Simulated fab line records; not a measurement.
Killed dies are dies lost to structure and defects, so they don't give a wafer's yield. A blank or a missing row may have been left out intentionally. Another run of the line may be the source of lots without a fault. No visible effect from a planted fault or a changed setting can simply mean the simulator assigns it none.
Which tool did it?    flow gf180mcu    Sampling: 14 lots, 42 wafers, 2 of 602 route steps

WHAT EACH GAUGE READ, for each wafer
GF_V5_BOW_MEAS_05. Usual: V5_BOW 134 um, standard deviation 11.
lot   measured      on            V5_BOW (um)  flag
L412  day 26 06:59  filmMetro-02  140 144 153  
L413  day 26 16:55  filmMetro-02  130 133 129  
L414  day 27 03:37  filmMetro-02  121 117 113  
L415  day 27 07:11  filmMetro-04  133 119 122  
L418  day 28 07:22  filmMetro-02  148 145 136  
L419  day 29 03:26  filmMetro-04  119 114 112  
L420  day 29 04:47  filmMetro-01  137 146 139  
L421  day 29 08:53  filmMetro-04  157 142 132  
L423  day 30 05:46  filmMetro-04  154 145 145  
L425  day 30 12:29  filmMetro-02  144 137 134  
L427  day 31 05:57  filmMetro-04  145 161 135  
L429  day 31 10:14  filmMetro-02  134 138 140  
L430  day 31 18:17  filmMetro-02  129 132 118  
L434  day 32 16:45  filmMetro-02  140 156 140  

TOOL THAT RAN EACH LOT (tool first, then ch and the chambers of the sampled wafers, then the start)
lot   GF_SALICIDE_WET_ETCH_07
L412  wetBench-02 ch 1, day 15 00:16
L413  wetBench-02 ch 2, day 15 11:53
L414  wetBench-03 ch 1, day 15 23:36
L415  wetBench-03 ch 1, day 16 03:57
L418  wetBench-03 ch 3, day 17 06:15
L419  wetBench-02 ch 3, day 18 05:59
L420  wetBench-03 ch 1, day 18 08:38
L421  wetBench-03 ch 2, day 18 15:16
L423  wetBench-01 ch 0, day 19 18:26
L425  wetBench-02 ch 3, day 20 03:44
L427  wetBench-03 ch 1, day 21 01:20
L429  wetBench-03 ch 3, day 21 08:47
L430  wetBench-02 ch 3, day 21 15:13
L434  wetBench-01 ch 0, day 22 22:07
- GF_SALICIDE_WET_ETCH_07: etches the open film in SPM, target depth 120 nm.

WHAT THE TOOLS THEMSELVES READ (means of the sampled wafers that have a number; where no wafer has one, the mark that the record gives instead)
The record holds no such reading with a usual standard deviation.

THE ANSWER, worked out from the rows above alone
Rule: lot off if the mean of its wafers having a number is beyond 3 standard deviations from the usual mean. Also off: a lot with no number at a reading for which 4 or more lots have one. Where the step has rows for the other lots, those lots are counted as sound. Order of review: gauges by route order, followed by the tools' own readings, for which a lot's mean as printed above is used. At the first step where some lot is off, the reading lying furthest off is the one used; lots without a number count as furthest.
Across all readings shown, no lot is off: no conclusion can be drawn from this.

WHAT HAD BEEN PUT IN BY THE SIMULATOR
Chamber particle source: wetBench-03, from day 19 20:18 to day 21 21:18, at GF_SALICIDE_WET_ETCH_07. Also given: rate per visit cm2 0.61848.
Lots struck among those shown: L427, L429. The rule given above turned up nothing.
